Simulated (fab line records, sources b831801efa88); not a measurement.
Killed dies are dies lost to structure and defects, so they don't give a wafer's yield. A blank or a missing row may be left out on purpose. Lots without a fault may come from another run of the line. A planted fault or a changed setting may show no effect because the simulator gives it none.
One fault seen from 2 desks | flow sky130 | each desk has only its own numbers; what lay behind them comes last

THE METROLOGY DESK
What the gauges read, lot by lot, whatever tool the lot ran on: means of the sampled wafers that have a number. A lot is out of limits, marked OUT, if its mean lies more than 4 standard deviations from the usual mean; the brackets give that distance.
Columns: A = CAP2M_CVD_00_THK at SKY_CAP2M_THK_MEAS_01, usual 15.55 nm
lot  | first seen here | A
L944 | day 39 13:30    | 15.15
L947 | day 40 20:26    | 15.69
L950 | day 41 08:55    | 15.69
L952 | day 42 09:49    | 15.68
L954 | day 42 10:49    | 15.60
L953 | day 42 12:42    | 15.62
L956 | day 43 04:40    | 15.63
L958 | day 43 14:04    | 15.65
L965 | day 46 03:39    | 15.37
L967 | day 47 02:59    | 15.50
L966 | day 47 03:15    | 15.51
This desk's finding: nothing out of limits on any of the 11 lots.

THE TOOL OWNER'S DESK: plasma_asher-03
The tool's own readings at SKY_PASSIVATION_STRIP_12 (strips in O2/N2): means of the sampled wafers that have a number, for each lot that ran on this tool. A lot is out of limits, marked OUT, if its mean lies more than 4 standard deviations from the usual mean; the brackets give that distance.
Columns: A = drypump_motor_current_A at SKY_PASSIVATION_STRIP_12, usual 5.6 A; B = oes_product_au at SKY_PASSIVATION_STRIP_12, usual 0.661 a.u.; C = strip_time_to_endpoint_s at SKY_PASSIVATION_STRIP_12, usual 31.56 s
lot  | first seen here | A   | B     | C
L950 | day 46 05:51    | 5.8 | 0.663 | 31.55
L952 | day 47 03:58    | 6.2 | 0.662 | 31.61
L954 | day 47 04:21    | 5.8 | 0.662 | 31.41
L953 | day 47 06:25    | 5.8 | 0.661 | 31.47
L956 | day 47 18:16    | 5.8 | 0.661 | 31.64
L966 | day 50 23:04    | 6.2 | 0.661 | 31.51
This desk's finding: nothing out of limits on any of the 6 lots.

PUT TOGETHER
The metrology desk saw nothing out of limits.
The tool owner's desk saw nothing out of limits.

WHAT THE SIMULATOR HAD PUT IN
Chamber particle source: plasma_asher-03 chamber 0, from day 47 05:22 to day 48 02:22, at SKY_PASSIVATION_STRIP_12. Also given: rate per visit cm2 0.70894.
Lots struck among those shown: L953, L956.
